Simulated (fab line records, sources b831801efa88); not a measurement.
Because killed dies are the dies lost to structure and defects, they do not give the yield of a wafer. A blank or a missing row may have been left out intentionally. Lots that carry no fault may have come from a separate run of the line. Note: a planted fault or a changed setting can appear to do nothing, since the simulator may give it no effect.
Which of the tools did it? | flow gf180mcu | 39 wafers from 13 lots sampled at 6 of the route's 602 steps

WHAT THE GAUGES READ, wafer by wafer
GF_LVPWELL_TW_MEAS_11.
lot  | measured    | on           | LVPWELL_TW
L513 | day 3 20:29 | filmMetro-02 | 561 558 560
L514 | day 4 01:44 | filmMetro-02 | 558 555 556
L518 | day 5 03:55 | filmMetro-04 | 561 560 563
L520 | day 5 12:40 | filmMetro-04 | 562 562 560
L521 | day 5 18:40 | filmMetro-02 | 561 562 558
L523 | day 6 05:58 | filmMetro-02 | 559 559 556
L525 | day 6 17:24 | filmMetro-01 | 553 555 555
L526 | day 6 21:46 | filmMetro-02 | 558 556 558
L527 | day 7 05:18 | filmMetro-04 | 563 565 564
L528 | day 7 11:40 | filmMetro-01 | 553 553 551
L529 | day 7 14:56 | filmMetro-04 | 567 561 563
L531 | day 8 04:44 | filmMetro-01 | 557 552 556
L536 | day 9 12:49 | filmMetro-02 | 557 556 556

GF_MVSD_TW_MEAS_11.
lot  | measured     | on           | MVSD_TW
L513 | day 4 10:24  | filmMetro-01 | 1551 1554 1557
L514 | day 4 16:19  | filmMetro-01 | 1556 1553 1551
L518 | day 5 19:31  | filmMetro-04 | 1589 1583 1583
L520 | day 6 04:20  | filmMetro-04 | 1590 1587 1591
L521 | day 6 09:52  | filmMetro-01 | 1568 1569 1569
L523 | day 6 21:26  | filmMetro-01 | 1561 1561 1567
L525 | day 7 09:27  | filmMetro-02 | 1575 1583 1579
L526 | day 7 13:33  | filmMetro-04 | 1690 1681 1690
L527 | day 7 20:58  | filmMetro-04 | 1588 1586 1592
L528 | day 8 04:39  | filmMetro-02 | 1574 1579 1592
L529 | day 8 07:14  | filmMetro-02 | 1678 1681 1685
L531 | day 8 22:13  | filmMetro-01 | 1673 1670 1669
L536 | day 10 06:51 | filmMetro-01 | 1553 1552 1560

GF_MVPSD_OVL_MEAS_07.
lot  | measured     | on         | MVPSD_OVL (nm)
L513 | day 5 00:01  | overlay-01 | 2.2 0.7 2.1
L514 | day 5 06:04  | overlay-02 | -1.3 -1.5 0.1
L518 | day 6 09:49  | overlay-01 | 2.1 1.6 0.5
L520 | day 6 18:43  | overlay-01 | 1.8 1.1 1.0
L521 | day 7 00:56  | overlay-01 | 2.6 3.0 3.3
L523 | day 7 12:46  | overlay-01 | 2.2 1.0 0.9
L525 | day 8 01:52  | overlay-02 | 1.6 1.1 2.7
L526 | day 8 06:01  | overlay-01 | -1.1 -0.1 -0.8
L527 | day 8 13:25  | overlay-02 | 0.0 -0.4 0.2
L528 | day 8 21:25  | overlay-01 | 0.5 0.7 0.5
L529 | day 9 00:35  | overlay-01 | 1.4 2.2 1.1
L531 | day 9 15:31  | overlay-02 | 2.5 3.1 3.0
L536 | day 11 01:01 | overlay-01 | 2.4 1.5 0.3

GF_VT_IMPLANT_RS_MEAS_46: uses a four-point probe to measure.
lot  | measured     | on           | MVSD_RS (ohm/sq)
L513 | day 7 13:20  | filmMetro-01 | 456.2 456.2 456.7
L514 | day 7 20:42  | filmMetro-01 | 456.5 456.5 456.8
L518 | day 9 02:28  | filmMetro-04 | 458.4 457.9 456.5
L520 | day 9 14:01  | filmMetro-01 | 456.2 456.4 456.4
L521 | day 9 19:22  | filmMetro-04 | 457.8 455.9 457.0
L523 | day 10 10:47 | filmMetro-01 | 455.9 456.6 455.5
L525 | day 10 23:34 | filmMetro-04 | 455.6 456.1 455.6
L526 | day 11 06:07 | filmMetro-01 | 406.5 407.0 406.3
L527 | day 11 14:20 | filmMetro-04 | 457.2 457.1 457.0
L528 | day 11 23:29 | filmMetro-01 | 454.8 454.5 453.6
L529 | day 12 01:28 | filmMetro-02 | 407.2 407.1 406.2
L531 | day 12 19:51 | filmMetro-04 | 405.2 404.7 405.5
L536 | day 14 09:02 | filmMetro-04 | 456.7 457.9 457.8

TOOL THAT RAN EACH LOT (tool first, then ch and the chambers of the sampled wafers, then the start)
lot  | GF_MVSD_IMPLANT_08              | GF_MVPSD_STRIP_10
L513 | implanter-04 ch 0, day 4 10:01  | plasmaAsher-01 ch 1, day 5 00:20
L514 | implanter-02 ch 0, day 4 15:56  | plasmaAsher-04 ch 0,1, day 5 06:30
L518 | implanter-04 ch 0, day 5 19:07  | plasmaAsher-03 ch 0,1, day 6 10:08
L520 | implanter-02 ch 0, day 6 03:56  | plasmaAsher-01 ch 0,1, day 6 19:03
L521 | implanter-02 ch 0, day 6 09:30  | plasmaAsher-03 ch 0,1, day 7 01:18
L523 | implanter-04 ch 0, day 6 21:02  | plasmaAsher-04 ch 0,1, day 7 13:06
L525 | implanter-02 ch 0, day 7 09:03  | plasmaAsher-01 ch 1, day 8 02:11
L526 | implanter-02 ch 0, day 7 13:09  | plasmaAsher-04 ch 0,1, day 8 06:21
L527 | implanter-04 ch 0, day 7 20:35  | plasmaAsher-03 ch 0,1, day 8 13:44
L528 | implanter-04 ch 0, day 8 04:16  | plasmaAsher-01 ch 0,1, day 8 21:44
L529 | implanter-02 ch 0, day 8 06:50  | plasmaAsher-03 ch 0,1, day 9 00:55
L531 | implanter-02 ch 0, day 8 21:50  | plasmaAsher-04 ch 0,1, day 9 15:52
L536 | implanter-04 ch 0, day 10 06:28 | plasmaAsher-03 ch 0, day 11 01:20
- GF_MVSD_IMPLANT_08
- GF_MVPSD_STRIP_10: strips in O2/N2.

AS READ BY THE TOOLS THEMSELVES (means over the sampled wafers that have a number; for cases with no such wafer, the mark the record gives instead)
GF_MVSD_IMPLANT_08.
lot  | tool         | beamOnS (s) | endStationPressureTorr (Torr) | faradayCurrentUA
L513 | implanter-04 | 10.07       | 4.99e-06                      | 89.6
L514 | implanter-02 | 9.92        | 5.20e-06                      | 90.7
L518 | implanter-04 | 10.08       | 5.02e-06                      | 89.6
L520 | implanter-02 | 9.90        | 5.32e-06                      | 91.0
L521 | implanter-02 | 9.96        | 4.99e-06                      | 90.9
L523 | implanter-04 | 9.85        | 5.17e-06                      | 91.5
L525 | implanter-02 | 10.09       | 5.03e-06                      | 89.8
L526 | implanter-02 | 12.75       | 1.10e-04                      | 71.7
L527 | implanter-04 | 10.13       | 5.18e-06                      | 89.0
L528 | implanter-04 | 10.01       | 5.09e-06                      | 90.3
L529 | implanter-02 | 12.56       | 1.13e-04                      | 72.6
L531 | implanter-02 | 12.51       | 1.14e-04                      | 72.8
L536 | implanter-04 | 9.90        | 4.95e-06                      | 91.1

GF_MVPSD_STRIP_10.
lot  | tool           | drypumpMotorCurrentA (A) | heaterPowerW (W) | oesProductAu (a.u.) | stripTimeToEndpointS (s)
L513 | plasmaAsher-01 | 5.3                      | 337              | 0.723               | 36.97
L514 | plasmaAsher-04 | 5.5                      | 360              | 0.726               | 36.98
L518 | plasmaAsher-03 | 5.8                      | 321              | 0.724               | 37.19
L520 | plasmaAsher-01 | 5.5                      | 339              | 0.722               | 37.03
L521 | plasmaAsher-03 | 6.1                      | 316              | 0.722               | 36.94
L523 | plasmaAsher-04 | 5.5                      | 356              | 0.719               | 37.05
L525 | plasmaAsher-01 | 5.3                      | 335              | 0.720               | 36.89
L526 | plasmaAsher-04 | 5.3                      | 410              | 0.725               | 36.94
L527 | plasmaAsher-03 | 5.8                      | 321              | 0.725               | 36.71
L528 | plasmaAsher-01 | 5.4                      | 336              | 0.723               | 36.74
L529 | plasmaAsher-03 | 6.1                      | 324              | 0.722               | 36.83
L531 | plasmaAsher-04 | 5.5                      | 355              | 0.722               | 36.85
L536 | plasmaAsher-03 | 5.7                      | 311              | 0.719               | 37.04

THE ANSWER, worked out from the rows above alone
Rule: what is usual is taken from the lots themselves. Put in order of their means at a reading, lots are off if they are a third of the lots or fewer, leave a main group of 4 or more, and stand apart from it by a gap of 3 or more times the standard deviation of the main group's means; of several such gaps the widest counts. A main group whose means are all the same, to the digits that the tables above print for the reading, isn't used. Also off: a lot with no number at a reading for which 4 or more lots have one. All remaining lots with rows at the step are treated as sound. Order of review: gauges by route order, followed by the tools' own readings, for which a lot's mean as printed above is used. The first step at which some lot is off is used, and at that step the reading that is off furthest; a lot without a number counts as furthest.
Off: L526, L529, L531, seen at GF_MVSD_TW_MEAS_11 (MVSD_TW). The main group has a mean of 1572 with a standard deviation of 14.
A tool fits if, at a process step before that reading, it ran every lot that is off, and no sound lot after the first of them. The gauges at GF_MVSD_TW_MEAS_11 aren't tried: what is off there is off at GF_MVSD_IMPLANT_08 too, on other tools, and a gauge's error can't cause that. One fits: implanter-02 at GF_MVSD_IMPLANT_08. Its last sound lot is L525 (day 7 09:03), its first lot that is off L526 (day 7 13:09): a fault that began between those two fits.
The tool's own readings at GF_MVSD_IMPLANT_08 bear it out: on the lots that are off they differ by more than 5 times the standard deviation of the sound lots' means. beamOnS reads 12.61 s there against 9.99 s on the sound lots; endStationPressureTorr reads 1.12e-04 Torr there against 5.09e-06 Torr on the sound lots; faradayCurrentUA reads 72.4 there against 90.3 on the sound lots.

WHAT HAD BEEN PUT IN BY THE SIMULATOR
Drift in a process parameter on implanter-02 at GF_MVSD_IMPLANT_08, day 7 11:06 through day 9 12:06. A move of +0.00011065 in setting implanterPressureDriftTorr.
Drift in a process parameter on implanter-02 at GF_MVSD_IMPLANT_08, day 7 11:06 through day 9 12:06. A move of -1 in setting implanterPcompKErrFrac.
Shown lots that were struck: L526, L529, L531. The rule above found the same.
